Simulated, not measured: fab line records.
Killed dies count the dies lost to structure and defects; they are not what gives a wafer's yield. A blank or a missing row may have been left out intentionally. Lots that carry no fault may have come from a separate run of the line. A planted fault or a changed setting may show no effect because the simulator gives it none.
A sampling plan put to the test / flow sfq_line / one line in one fab, 44 faults in these records, each fault weighed on the records of the lots it struck
The plan is the line's own looks: the steps of the route at which a gauge or an inspection reads the wafer and doesn't change it. A look can be judged if struck wafers have a number there and the file gives its usual mean and standard deviation on fault-free wafers. Caught: 4 or more of those standard deviations (sigma) separate the usual mean from the mean of the struck wafers at a look after the fault's first step. On the tool: the fault's steps, tested the same way using the tool's own readings. A different recipe on the struck wafers counts as caught too, as does a record blank only for those wafers.

## THE FAULTS, as the simulator had put them in
1. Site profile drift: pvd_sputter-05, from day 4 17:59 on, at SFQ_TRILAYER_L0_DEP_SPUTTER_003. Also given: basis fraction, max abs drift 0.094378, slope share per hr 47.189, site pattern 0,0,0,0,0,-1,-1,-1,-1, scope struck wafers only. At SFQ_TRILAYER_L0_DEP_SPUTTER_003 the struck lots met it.
2. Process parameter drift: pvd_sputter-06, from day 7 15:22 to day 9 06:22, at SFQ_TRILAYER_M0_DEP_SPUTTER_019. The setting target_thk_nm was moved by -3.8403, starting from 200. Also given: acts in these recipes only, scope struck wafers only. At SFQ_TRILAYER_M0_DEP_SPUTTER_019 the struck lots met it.
3. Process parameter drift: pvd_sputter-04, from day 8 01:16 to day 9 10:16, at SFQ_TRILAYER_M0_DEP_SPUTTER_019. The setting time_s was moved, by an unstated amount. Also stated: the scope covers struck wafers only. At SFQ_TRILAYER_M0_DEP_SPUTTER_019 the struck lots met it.
4. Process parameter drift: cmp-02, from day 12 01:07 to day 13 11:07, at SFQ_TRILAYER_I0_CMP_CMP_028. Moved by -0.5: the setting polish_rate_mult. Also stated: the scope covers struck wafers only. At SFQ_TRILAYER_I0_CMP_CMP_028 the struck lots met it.
5. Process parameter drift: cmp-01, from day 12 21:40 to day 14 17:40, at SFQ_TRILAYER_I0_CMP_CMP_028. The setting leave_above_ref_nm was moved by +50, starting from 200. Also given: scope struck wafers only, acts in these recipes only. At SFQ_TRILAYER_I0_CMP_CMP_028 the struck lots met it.
6. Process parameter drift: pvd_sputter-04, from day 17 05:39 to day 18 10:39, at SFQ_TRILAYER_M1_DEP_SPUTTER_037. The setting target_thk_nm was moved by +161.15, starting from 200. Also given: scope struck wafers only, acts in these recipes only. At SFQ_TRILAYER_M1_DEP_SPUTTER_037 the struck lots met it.
7. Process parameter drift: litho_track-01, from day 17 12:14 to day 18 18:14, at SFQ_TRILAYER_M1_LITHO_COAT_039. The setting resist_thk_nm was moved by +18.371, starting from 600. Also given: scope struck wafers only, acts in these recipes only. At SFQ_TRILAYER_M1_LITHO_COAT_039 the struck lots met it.
8. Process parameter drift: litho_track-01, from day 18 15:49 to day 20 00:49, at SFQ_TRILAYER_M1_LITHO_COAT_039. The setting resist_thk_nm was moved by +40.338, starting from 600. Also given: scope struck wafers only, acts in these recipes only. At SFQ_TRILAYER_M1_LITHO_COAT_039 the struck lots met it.
9. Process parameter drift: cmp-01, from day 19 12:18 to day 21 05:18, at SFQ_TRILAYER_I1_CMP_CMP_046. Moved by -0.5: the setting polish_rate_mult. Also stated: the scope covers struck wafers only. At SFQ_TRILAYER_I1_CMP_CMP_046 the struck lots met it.
10. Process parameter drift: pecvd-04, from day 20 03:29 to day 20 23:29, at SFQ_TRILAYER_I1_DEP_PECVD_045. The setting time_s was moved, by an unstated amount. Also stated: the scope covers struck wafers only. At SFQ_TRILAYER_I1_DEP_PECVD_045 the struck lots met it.
11. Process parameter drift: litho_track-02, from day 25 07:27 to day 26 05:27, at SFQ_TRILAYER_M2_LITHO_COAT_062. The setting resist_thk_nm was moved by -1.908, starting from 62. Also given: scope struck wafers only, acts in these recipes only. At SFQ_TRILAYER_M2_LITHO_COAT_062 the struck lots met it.
12. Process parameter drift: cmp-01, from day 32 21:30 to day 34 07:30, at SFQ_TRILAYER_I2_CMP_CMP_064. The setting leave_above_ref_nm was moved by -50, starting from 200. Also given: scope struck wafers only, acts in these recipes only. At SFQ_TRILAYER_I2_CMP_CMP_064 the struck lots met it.
13. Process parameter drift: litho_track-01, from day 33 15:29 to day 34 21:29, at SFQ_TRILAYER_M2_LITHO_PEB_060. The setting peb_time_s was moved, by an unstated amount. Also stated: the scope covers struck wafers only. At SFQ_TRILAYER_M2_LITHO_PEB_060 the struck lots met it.
14. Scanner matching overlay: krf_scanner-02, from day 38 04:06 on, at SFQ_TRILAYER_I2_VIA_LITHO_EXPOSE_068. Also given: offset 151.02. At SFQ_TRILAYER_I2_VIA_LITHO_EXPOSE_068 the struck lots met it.
15. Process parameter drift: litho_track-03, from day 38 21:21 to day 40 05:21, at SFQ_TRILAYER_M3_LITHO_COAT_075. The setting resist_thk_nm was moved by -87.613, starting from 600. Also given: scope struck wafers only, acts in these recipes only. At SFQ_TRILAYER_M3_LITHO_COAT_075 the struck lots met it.
16. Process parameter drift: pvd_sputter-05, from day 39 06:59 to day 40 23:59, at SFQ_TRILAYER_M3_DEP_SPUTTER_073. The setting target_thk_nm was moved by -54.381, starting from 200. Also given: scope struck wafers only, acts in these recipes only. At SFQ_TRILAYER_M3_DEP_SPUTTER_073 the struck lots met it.
17. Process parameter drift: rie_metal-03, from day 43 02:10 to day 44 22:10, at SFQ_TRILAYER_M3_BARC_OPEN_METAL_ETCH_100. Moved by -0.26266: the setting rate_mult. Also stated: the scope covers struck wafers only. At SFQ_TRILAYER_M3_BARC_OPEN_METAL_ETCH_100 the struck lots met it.
18. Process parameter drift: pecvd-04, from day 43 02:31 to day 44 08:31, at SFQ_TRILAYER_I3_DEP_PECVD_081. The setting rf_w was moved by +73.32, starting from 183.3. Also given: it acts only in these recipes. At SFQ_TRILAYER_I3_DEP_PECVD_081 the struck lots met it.
19. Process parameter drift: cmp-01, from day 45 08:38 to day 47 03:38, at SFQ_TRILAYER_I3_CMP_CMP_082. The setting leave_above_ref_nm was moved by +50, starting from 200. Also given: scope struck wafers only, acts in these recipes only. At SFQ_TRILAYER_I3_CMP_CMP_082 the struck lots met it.
20. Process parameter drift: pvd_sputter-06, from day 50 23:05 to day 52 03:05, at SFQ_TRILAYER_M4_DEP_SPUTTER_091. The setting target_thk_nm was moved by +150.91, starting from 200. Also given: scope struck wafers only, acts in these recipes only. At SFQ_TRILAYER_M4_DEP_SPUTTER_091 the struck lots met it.
21. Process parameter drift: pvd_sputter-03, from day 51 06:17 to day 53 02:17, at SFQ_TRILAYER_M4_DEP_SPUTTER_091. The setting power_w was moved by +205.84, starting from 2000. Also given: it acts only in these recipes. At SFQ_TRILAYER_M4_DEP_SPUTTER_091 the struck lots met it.
22. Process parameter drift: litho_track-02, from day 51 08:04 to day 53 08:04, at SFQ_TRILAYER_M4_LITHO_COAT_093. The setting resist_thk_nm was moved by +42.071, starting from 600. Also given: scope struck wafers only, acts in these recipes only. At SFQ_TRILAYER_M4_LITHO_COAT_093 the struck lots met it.
23. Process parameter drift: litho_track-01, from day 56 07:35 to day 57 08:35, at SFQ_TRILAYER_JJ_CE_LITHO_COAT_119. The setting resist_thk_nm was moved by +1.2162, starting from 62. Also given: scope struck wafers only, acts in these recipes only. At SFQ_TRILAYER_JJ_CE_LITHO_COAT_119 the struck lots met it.
24. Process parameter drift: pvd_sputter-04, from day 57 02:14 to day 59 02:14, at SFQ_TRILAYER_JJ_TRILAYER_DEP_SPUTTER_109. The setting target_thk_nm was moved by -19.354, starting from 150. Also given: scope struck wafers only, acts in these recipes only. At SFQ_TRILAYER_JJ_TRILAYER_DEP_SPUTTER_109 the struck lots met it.
25. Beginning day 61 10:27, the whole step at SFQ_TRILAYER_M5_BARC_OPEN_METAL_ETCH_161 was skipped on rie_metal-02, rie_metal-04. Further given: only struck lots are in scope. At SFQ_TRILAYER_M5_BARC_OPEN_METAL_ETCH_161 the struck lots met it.
26. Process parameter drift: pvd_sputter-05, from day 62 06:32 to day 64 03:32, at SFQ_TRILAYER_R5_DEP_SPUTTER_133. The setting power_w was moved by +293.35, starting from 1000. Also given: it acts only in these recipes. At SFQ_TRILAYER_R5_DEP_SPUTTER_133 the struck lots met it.
27. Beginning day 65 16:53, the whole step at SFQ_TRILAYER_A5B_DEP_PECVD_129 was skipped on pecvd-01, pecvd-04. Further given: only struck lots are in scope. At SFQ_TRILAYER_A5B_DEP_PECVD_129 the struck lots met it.
28. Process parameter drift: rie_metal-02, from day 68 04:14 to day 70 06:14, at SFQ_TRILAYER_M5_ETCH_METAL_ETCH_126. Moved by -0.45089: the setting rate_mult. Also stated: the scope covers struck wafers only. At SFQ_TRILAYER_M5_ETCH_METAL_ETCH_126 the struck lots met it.
29. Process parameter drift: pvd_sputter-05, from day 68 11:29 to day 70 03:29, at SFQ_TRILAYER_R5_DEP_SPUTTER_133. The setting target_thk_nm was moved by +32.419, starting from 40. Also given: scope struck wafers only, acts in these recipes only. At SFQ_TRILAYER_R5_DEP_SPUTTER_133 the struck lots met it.
30. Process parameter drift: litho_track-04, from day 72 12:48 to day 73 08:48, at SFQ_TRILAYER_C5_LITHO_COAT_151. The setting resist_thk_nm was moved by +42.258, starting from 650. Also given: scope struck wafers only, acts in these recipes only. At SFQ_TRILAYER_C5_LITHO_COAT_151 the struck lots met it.
31. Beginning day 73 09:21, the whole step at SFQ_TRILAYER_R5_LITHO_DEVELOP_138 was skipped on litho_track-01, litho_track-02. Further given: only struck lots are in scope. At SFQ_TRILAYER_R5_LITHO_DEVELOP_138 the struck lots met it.
32. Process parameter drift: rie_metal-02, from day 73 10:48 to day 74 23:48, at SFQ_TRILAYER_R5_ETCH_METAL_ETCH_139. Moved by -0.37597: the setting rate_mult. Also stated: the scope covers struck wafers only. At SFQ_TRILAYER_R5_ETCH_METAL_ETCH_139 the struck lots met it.
33. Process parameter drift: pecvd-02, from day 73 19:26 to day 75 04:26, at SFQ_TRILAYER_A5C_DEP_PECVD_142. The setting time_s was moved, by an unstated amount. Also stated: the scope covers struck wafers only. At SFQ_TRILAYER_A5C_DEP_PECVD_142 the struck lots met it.
34. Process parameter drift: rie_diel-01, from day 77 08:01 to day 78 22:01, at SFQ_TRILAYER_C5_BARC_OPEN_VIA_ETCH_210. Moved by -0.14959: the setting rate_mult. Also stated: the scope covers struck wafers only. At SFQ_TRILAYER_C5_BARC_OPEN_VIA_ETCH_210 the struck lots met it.
35. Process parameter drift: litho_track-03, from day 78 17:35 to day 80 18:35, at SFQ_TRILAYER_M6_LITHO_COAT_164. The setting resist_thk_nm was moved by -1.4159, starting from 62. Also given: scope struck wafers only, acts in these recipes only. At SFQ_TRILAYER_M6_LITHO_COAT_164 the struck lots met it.
36. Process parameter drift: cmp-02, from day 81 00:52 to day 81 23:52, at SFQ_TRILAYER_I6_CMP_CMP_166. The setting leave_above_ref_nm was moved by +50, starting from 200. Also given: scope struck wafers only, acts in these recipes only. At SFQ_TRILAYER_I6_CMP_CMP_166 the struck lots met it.
37. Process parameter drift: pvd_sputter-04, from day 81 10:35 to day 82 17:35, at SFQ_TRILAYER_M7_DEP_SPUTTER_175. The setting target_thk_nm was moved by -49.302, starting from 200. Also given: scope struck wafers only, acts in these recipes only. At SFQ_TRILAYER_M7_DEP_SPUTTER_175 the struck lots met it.
38. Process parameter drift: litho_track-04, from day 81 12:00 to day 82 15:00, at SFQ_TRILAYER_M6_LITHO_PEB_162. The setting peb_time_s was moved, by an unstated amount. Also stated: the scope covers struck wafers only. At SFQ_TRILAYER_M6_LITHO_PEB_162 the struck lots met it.
39. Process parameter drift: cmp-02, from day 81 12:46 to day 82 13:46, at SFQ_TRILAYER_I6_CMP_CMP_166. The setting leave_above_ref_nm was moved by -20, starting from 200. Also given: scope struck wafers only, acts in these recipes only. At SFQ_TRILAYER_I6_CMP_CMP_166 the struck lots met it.
40. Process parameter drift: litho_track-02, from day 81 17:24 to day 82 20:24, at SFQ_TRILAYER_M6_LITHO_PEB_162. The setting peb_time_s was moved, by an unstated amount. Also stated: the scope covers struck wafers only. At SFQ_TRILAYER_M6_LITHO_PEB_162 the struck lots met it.
41. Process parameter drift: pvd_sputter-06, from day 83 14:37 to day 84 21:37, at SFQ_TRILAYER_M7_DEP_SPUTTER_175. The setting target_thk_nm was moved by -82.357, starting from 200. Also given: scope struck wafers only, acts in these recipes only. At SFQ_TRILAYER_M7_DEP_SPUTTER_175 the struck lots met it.
42. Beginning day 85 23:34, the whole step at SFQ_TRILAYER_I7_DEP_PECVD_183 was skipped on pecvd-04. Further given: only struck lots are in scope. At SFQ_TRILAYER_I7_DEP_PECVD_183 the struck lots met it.
43. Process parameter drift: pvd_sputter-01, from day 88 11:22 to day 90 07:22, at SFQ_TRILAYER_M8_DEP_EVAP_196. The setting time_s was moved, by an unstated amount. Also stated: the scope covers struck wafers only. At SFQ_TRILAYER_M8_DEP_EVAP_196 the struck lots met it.
44. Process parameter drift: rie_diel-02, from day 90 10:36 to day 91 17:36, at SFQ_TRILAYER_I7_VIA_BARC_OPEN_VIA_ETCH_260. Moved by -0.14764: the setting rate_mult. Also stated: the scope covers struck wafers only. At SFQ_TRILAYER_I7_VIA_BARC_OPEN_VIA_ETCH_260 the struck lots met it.

## WHAT THE PLAN SAW
fault=1; on the tool itself=under 2 sigma; first look that catches it=SFQ_L0_RS_MEAS_901; reading, sigma=L0_MONX_KI_RS +5.5; median hours from its first step to that look=0.1; hours from the fault's start to the first struck lot there=3; judged looks passed uncaught=0
fault=2; on the tool itself=under 2 sigma; first look that catches it=none of the 5 looks that can be judged after it; reading, sigma=-; median hours from its first step to that look=-; hours from the fault's start to the first struck lot there=-; judged looks passed uncaught=5
fault=3; on the tool itself=under 2 sigma; first look that catches it=SFQ_M0_RS_MEAS_904; reading, sigma=M0_NB_RS +4.6; median hours from its first step to that look=0.1; hours from the fault's start to the first struck lot there=3; judged looks passed uncaught=0
fault=4; on the tool itself=time_to_endpoint_s +8.6 sigma; first look that catches it=no look after it can be judged; reading, sigma=-; median hours from its first step to that look=-; hours from the fault's start to the first struck lot there=-; judged looks passed uncaught=0
fault=5; on the tool itself=time_to_endpoint_s -5.6 sigma; first look that catches it=not the one look that can be judged after it; reading, sigma=-; median hours from its first step to that look=-; hours from the fault's start to the first struck lot there=-; judged looks passed uncaught=1
fault=6; on the tool itself=under 2 sigma; first look that catches it=SFQ_M1_RS_MEAS_909; reading, sigma=M1_NB_RS -42; median hours from its first step to that look=0.1; hours from the fault's start to the first struck lot there=1; judged looks passed uncaught=0
fault=7; on the tool itself=under 2 sigma; first look that catches it=not the one look that can be judged after it; reading, sigma=-; median hours from its first step to that look=-; hours from the fault's start to the first struck lot there=-; judged looks passed uncaught=1
fault=8; on the tool itself=no reading that can be judged; first look that catches it=not the one look that can be judged after it; reading, sigma=-; median hours from its first step to that look=-; hours from the fault's start to the first struck lot there=-; judged looks passed uncaught=1
fault=9; on the tool itself=time_to_endpoint_s +7.1 sigma; first look that catches it=none of the 2 looks that can be judged after it; reading, sigma=-; median hours from its first step to that look=-; hours from the fault's start to the first struck lot there=-; judged looks passed uncaught=2
fault=10; on the tool itself=run_length_s +9.1 sigma; first look that catches it=no look after it can be judged; reading, sigma=-; median hours from its first step to that look=-; hours from the fault's start to the first struck lot there=-; judged looks passed uncaught=0
fault=11; on the tool itself=no reading that can be judged; first look that catches it=not the one look that can be judged after it; reading, sigma=-; median hours from its first step to that look=-; hours from the fault's start to the first struck lot there=-; judged looks passed uncaught=1
fault=12; on the tool itself=time_to_endpoint_s +4.7 sigma; first look that catches it=not the one look that can be judged after it; reading, sigma=-; median hours from its first step to that look=-; hours from the fault's start to the first struck lot there=-; judged looks passed uncaught=1
fault=13; on the tool itself=heater_power_total_W +31 sigma; first look that catches it=not the one look that can be judged after it; reading, sigma=-; median hours from its first step to that look=-; hours from the fault's start to the first struck lot there=-; judged looks passed uncaught=1
fault=14; on the tool itself=under 2 sigma; first look that catches it=SFQ_I2_OVL_MEAS_918; reading, sigma=I2_OVL +24; median hours from its first step to that look=1.4; hours from the fault's start to the first struck lot there=3; judged looks passed uncaught=0
fault=15; on the tool itself=no reading that can be judged; first look that catches it=not the one look that can be judged after it; reading, sigma=-; median hours from its first step to that look=-; hours from the fault's start to the first struck lot there=-; judged looks passed uncaught=1
fault=16; on the tool itself=under 2 sigma; first look that catches it=SFQ_M3_RS_MEAS_919; reading, sigma=M3_NB_RS +38; median hours from its first step to that look=0.1; hours from the fault's start to the first struck lot there=2; judged looks passed uncaught=0
fault=17; on the tool itself=under 2 sigma; first look that catches it=no look after it can be judged; reading, sigma=-; median hours from its first step to that look=-; hours from the fault's start to the first struck lot there=-; judged looks passed uncaught=0
fault=18; on the tool itself=rf_fwd_power_W +99 or beyond sigma; first look that catches it=no look after it can be judged; reading, sigma=-; median hours from its first step to that look=-; hours from the fault's start to the first struck lot there=-; judged looks passed uncaught=0
fault=19; on the tool itself=only faintly: time_to_endpoint_s -3.6 sigma; first look that catches it=not the one look that can be judged after it; reading, sigma=-; median hours from its first step to that look=-; hours from the fault's start to the first struck lot there=-; judged looks passed uncaught=1
fault=20; on the tool itself=under 2 sigma; first look that catches it=SFQ_M4_RS_MEAS_924; reading, sigma=M4_NB_RS -34; median hours from its first step to that look=0.1; hours from the fault's start to the first struck lot there=2; judged looks passed uncaught=0
fault=21; on the tool itself=cathode_dc_power_W +99 or beyond sigma; first look that catches it=SFQ_M4_RS_MEAS_924; reading, sigma=M4_NB_RS -6.5; median hours from its first step to that look=0.1; hours from the fault's start to the first struck lot there=2; judged looks passed uncaught=0
fault=22; on the tool itself=under 2 sigma; first look that catches it=not the one look that can be judged after it; reading, sigma=-; median hours from its first step to that look=-; hours from the fault's start to the first struck lot there=-; judged looks passed uncaught=1
fault=23; on the tool itself=under 2 sigma; first look that catches it=not the one look that can be judged after it; reading, sigma=-; median hours from its first step to that look=-; hours from the fault's start to the first struck lot there=-; judged looks passed uncaught=1
fault=24; on the tool itself=under 2 sigma; first look that catches it=not the one look that can be judged after it; reading, sigma=-; median hours from its first step to that look=-; hours from the fault's start to the first struck lot there=-; judged looks passed uncaught=1
fault=25; on the tool itself=the tool's record is blank for the struck wafers; first look that catches it=no look after it can be judged; reading, sigma=-; median hours from its first step to that look=-; hours from the fault's start to the first struck lot there=-; judged looks passed uncaught=0
fault=26; on the tool itself=cathode_dc_power_W +99 or beyond sigma; first look that catches it=SFQ_R5_RS_MEAS_933; reading, sigma=R5_MONX_RS -20; median hours from its first step to that look=0.1; hours from the fault's start to the first struck lot there=8; judged looks passed uncaught=0
fault=27; on the tool itself=the tool's record is blank for the struck wafers; first look that catches it=none of the 5 looks that can be judged after it; reading, sigma=-; median hours from its first step to that look=-; hours from the fault's start to the first struck lot there=-; judged looks passed uncaught=5
fault=28; on the tool itself=only faintly: oes_product_au -2.9 sigma; first look that catches it=none of the 5 looks that can be judged after it; reading, sigma=-; median hours from its first step to that look=-; hours from the fault's start to the first struck lot there=-; judged looks passed uncaught=5
fault=29; on the tool itself=under 2 sigma; first look that catches it=SFQ_R5_RS_MEAS_933; reading, sigma=R5_MONX_RS -40; median hours from its first step to that look=0.1; hours from the fault's start to the first struck lot there=4; judged looks passed uncaught=0
fault=30; on the tool itself=no reading that can be judged; first look that catches it=not the one look that can be judged after it; reading, sigma=-; median hours from its first step to that look=-; hours from the fault's start to the first struck lot there=-; judged looks passed uncaught=1
fault=31; on the tool itself=no reading that can be judged; first look that catches it=no look after it can be judged; reading, sigma=-; median hours from its first step to that look=-; hours from the fault's start to the first struck lot there=-; judged looks passed uncaught=0
fault=32; on the tool itself=oes_product_au -41 sigma; first look that catches it=none of the 4 looks that can be judged after it; reading, sigma=-; median hours from its first step to that look=-; hours from the fault's start to the first struck lot there=-; judged looks passed uncaught=4
fault=33; on the tool itself=under 2 sigma; first look that catches it=none of the 2 looks that can be judged after it; reading, sigma=-; median hours from its first step to that look=-; hours from the fault's start to the first struck lot there=-; judged looks passed uncaught=2
fault=34; on the tool itself=under 2 sigma; first look that catches it=no look after it can be judged; reading, sigma=-; median hours from its first step to that look=-; hours from the fault's start to the first struck lot there=-; judged looks passed uncaught=0
fault=35; on the tool itself=no reading that can be judged; first look that catches it=not the one look that can be judged after it; reading, sigma=-; median hours from its first step to that look=-; hours from the fault's start to the first struck lot there=-; judged looks passed uncaught=1
fault=36; on the tool itself=time_to_endpoint_s -4.8 sigma; first look that catches it=no look after it can be judged; reading, sigma=-; median hours from its first step to that look=-; hours from the fault's start to the first struck lot there=-; judged looks passed uncaught=0
fault=37; on the tool itself=under 2 sigma; first look that catches it=SFQ_M7_RS_MEAS_943; reading, sigma=M7_NB_RS +35; median hours from its first step to that look=0.1; hours from the fault's start to the first struck lot there=7; judged looks passed uncaught=0
fault=38; on the tool itself=heater_power_total_W +61 sigma; first look that catches it=not the one look that can be judged after it; reading, sigma=-; median hours from its first step to that look=-; hours from the fault's start to the first struck lot there=-; judged looks passed uncaught=1
fault=39; on the tool itself=only faintly: time_to_endpoint_s +2.0 sigma; first look that catches it=none of the 2 looks that can be judged after it; reading, sigma=-; median hours from its first step to that look=-; hours from the fault's start to the first struck lot there=-; judged looks passed uncaught=2
fault=40; on the tool itself=heater_power_total_W +29 sigma; first look that catches it=not the one look that can be judged after it; reading, sigma=-; median hours from its first step to that look=-; hours from the fault's start to the first struck lot there=-; judged looks passed uncaught=1
fault=41; on the tool itself=under 2 sigma; first look that catches it=SFQ_M7_RS_MEAS_943; reading, sigma=M7_NB_RS +75; median hours from its first step to that look=0.1; hours from the fault's start to the first struck lot there=3; judged looks passed uncaught=0
fault=42; on the tool itself=the tool's record is blank for the struck wafers; first look that catches it=no look after it can be judged; reading, sigma=-; median hours from its first step to that look=-; hours from the fault's start to the first struck lot there=-; judged looks passed uncaught=0
fault=43; on the tool itself=no reading that can be judged; first look that catches it=SFQ_M8_RS_MEAS_949; reading, sigma=M8_AU_RS -13; median hours from its first step to that look=0.5; hours from the fault's start to the first struck lot there=8; judged looks passed uncaught=0
fault=44; on the tool itself=under 2 sigma; first look that catches it=no look after it can be judged; reading, sigma=-; median hours from its first step to that look=-; hours from the fault's start to the first struck lot there=-; judged looks passed uncaught=0
A dash: the fault isn't caught, or these records don't give the number.

Caught at a look: 12 of 44. Caught on the tool: 16 of 44. By one or the other: 26 of 44.
Faults caught by the tool alone: 4, 5, 9, 10, 12, 13, 18, 25, 27, 32, 36, 38, 40, 42.
Caught at a look alone: faults 1, 3, 6, 14, 16, 20, 29, 37, 41, 43.
Caught by neither: faults 2, 7, 8, 11, 15, 17, 19, 22, 23, 24, 28, 30, 31, 33, 34, 35, 39, 44.

## THINNER SAMPLING
If the look that catches a fault measured only every second or every third lot, by lot number, the first struck lot would be measured this late in the worst case:
fault=1; struck lots at that look, in order of time=L957, L960, L962, L963; every lot=3 h; every second lot=18 h; every third lot=may miss all 4
fault=3; struck lots at that look, in order of time=L592, L595; every lot=3 h; every second lot=17 h; every third lot=may miss all 2
fault=6; struck lots at that look, in order of time=L637; every lot=1 h; every second lot=may miss it; every third lot=may miss it
fault=14; struck lots at that look, in order of time=L969, L970, L971, L972; every lot=3 h; every second lot=5 h; every third lot=7 h
fault=16; struck lots at that look, in order of time=L685, L688; every lot=2 h; every second lot=10 h; every third lot=may miss all 2
fault=20; struck lots at that look, in order of time=L990, L993; every lot=2 h; every second lot=8 h; every third lot=may miss all 2
fault=21; struck lots at that look, in order of time=L856, L861; every lot=2 h; every second lot=31 h; every third lot=may miss all 2
fault=26; struck lots at that look, in order of time=L487, L489; every lot=8 h; every second lot=may miss all 2; every third lot=may miss all 2
fault=29; struck lots at that look, in order of time=L866, L870; every lot=4 h; every second lot=may miss all 2; every third lot=may miss all 2
fault=37; struck lots at that look, in order of time=L610, L612; every lot=7 h; every second lot=may miss all 2; every third lot=may miss all 2
fault=41; struck lots at that look, in order of time=L149, L151; every lot=3 h; every second lot=may miss all 2; every third lot=may miss all 2
fault=43; struck lots at that look, in order of time=L298, L300; every lot=8 h; every second lot=may miss all 2; every third lot=may miss all 2
The hour figures run from when the fault began to the first measured lot among those it struck. 4 sigma limit: tested on the pooled struck wafers, so a lone lot may be under it. Other struck lots may not be in these records.

## THE LONGEST TIMED WAY FROM STEP TO LOOK
Fault 14: median gap of 1.4 hours between SFQ_TRILAYER_I2_VIA_LITHO_EXPOSE_068 and SFQ_I2_OVL_MEAS_918. No look between them can be judged.
